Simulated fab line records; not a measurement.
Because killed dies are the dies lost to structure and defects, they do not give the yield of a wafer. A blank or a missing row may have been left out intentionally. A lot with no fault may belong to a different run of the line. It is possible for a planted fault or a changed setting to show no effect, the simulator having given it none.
Matching of chambers / flow sky130 / rie diel-02 running SKY_VIA3_ETCH_14: 4 sister chambers
The step etches BARC in N2/H2, stops on SiO2, time 45.9 s, target depth 60 nm. 14 wafers are shown with their chamber, then 7 later ones without.

WAFERS, EACH WITH ITS CHAMBER
wafer=L076.1; chamber=0; drypump motor current A (A)=6.05; throttle valve pct (%)=13.224; oes product au (a.u.)=0.848
wafer=L076.2; chamber=1; drypump motor current A (A)=5.92; throttle valve pct (%)=13.236; oes product au (a.u.)=0.844
wafer=L076.3; chamber=2; drypump motor current A (A)=6.04; throttle valve pct (%)=13.219; oes product au (a.u.)=0.856
wafer=L076.4; chamber=3; drypump motor current A (A)=6.00; throttle valve pct (%)=13.214; oes product au (a.u.)=0.846
wafer=L076.5; chamber=0; drypump motor current A (A)=6.05; throttle valve pct (%)=13.232; oes product au (a.u.)=0.844
wafer=L076.6; chamber=1; drypump motor current A (A)=5.91; throttle valve pct (%)=13.219; oes product au (a.u.)=0.860
wafer=L080.3; chamber=3; drypump motor current A (A)=5.99; throttle valve pct (%)=13.243; oes product au (a.u.)=0.850
wafer=L080.4; chamber=0; drypump motor current A (A)=6.04; throttle valve pct (%)=13.214; oes product au (a.u.)=0.855
wafer=L080.5; chamber=0; drypump motor current A (A)=6.04; throttle valve pct (%)=13.206; oes product au (a.u.)=0.854
wafer=L082.1; chamber=0; drypump motor current A (A)=6.03; throttle valve pct (%)=13.227; oes product au (a.u.)=0.851
wafer=L082.2; chamber=1; drypump motor current A (A)=5.92; throttle valve pct (%)=13.225; oes product au (a.u.)=0.852
wafer=L082.3; chamber=3; drypump motor current A (A)=5.96; throttle valve pct (%)=13.242; oes product au (a.u.)=0.851
wafer=L084.2; chamber=2; drypump motor current A (A)=6.05; throttle valve pct (%)=13.214; oes product au (a.u.)=0.848
wafer=L084.5; chamber=3; drypump motor current A (A)=6.02; throttle valve pct (%)=13.226; oes product au (a.u.)=0.848

SIGNATURES, as means of the wafers listed above
reading=drypump motor current A; chamber 0=6.0420; chamber 1=5.9167; chamber 2=6.0450; chamber 3=5.9925; scatter within a chamber=0.0151
reading=throttle valve pct; chamber 0=13.22060; chamber 1=13.22667; chamber 2=13.21650; chamber 3=13.23125; scatter within a chamber=0.0109
reading=oes product au; chamber 0=0.85040; chamber 1=0.85200; chamber 2=0.85200; chamber 3=0.84875; scatter within a chamber=0.00506
Rule: distance of a wafer from a chamber = root of the sum over the readings of ((wafer's reading minus chamber's mean) / reading's scatter) squared. The wafer belongs to the nearest chamber; if the next one is less than 2 further off, it can't be placed. The scatter: the root of (the sum of the squares of (reading less its chamber's mean) over the shown wafers, divided by (wafers less chambers)).

WAFERS WITHOUT THEIR CHAMBER
wafer=L084.6; drypump motor current A (A)=6.04; throttle valve pct (%)=13.213; oes product au (a.u.)=0.848
wafer=L086.2; drypump motor current A (A)=5.90; throttle valve pct (%)=13.213; oes product au (a.u.)=0.852
wafer=L086.4; drypump motor current A (A)=6.03; throttle valve pct (%)=13.224; oes product au (a.u.)=0.841
wafer=L086.5; drypump motor current A (A)=6.08; throttle valve pct (%)=13.236; oes product au (a.u.)=0.850
wafer=L088.2; drypump motor current A (A)=6.05; throttle valve pct (%)=13.241; oes product au (a.u.)=0.849
wafer=L088.3; drypump motor current A (A)=6.06; throttle valve pct (%)=13.225; oes product au (a.u.)=0.851
wafer=L088.6; drypump motor current A (A)=5.98; throttle valve pct (%)=13.220; oes product au (a.u.)=0.852

WHICH CHAMBER EACH ONE RAN IN
wafer=L084.6; from the rows above=can't be placed: 0 or 2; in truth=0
wafer=L086.2; from the rows above=1; in truth=1
wafer=L086.4; from the rows above=can't be placed: 0 or 2 or 3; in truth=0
wafer=L086.5; from the rows above=can't be placed: 0 or 2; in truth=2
wafer=L088.2; from the rows above=can't be placed: 0 or 2 or 3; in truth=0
wafer=L088.3; from the rows above=can't be placed: 0 or 2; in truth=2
wafer=L088.6; from the rows above=3; in truth=3
Correctly placed: 2 of 7. Can't be placed from these rows: 5 (the true chamber is among the candidates in 5). 0 placed wrongly.
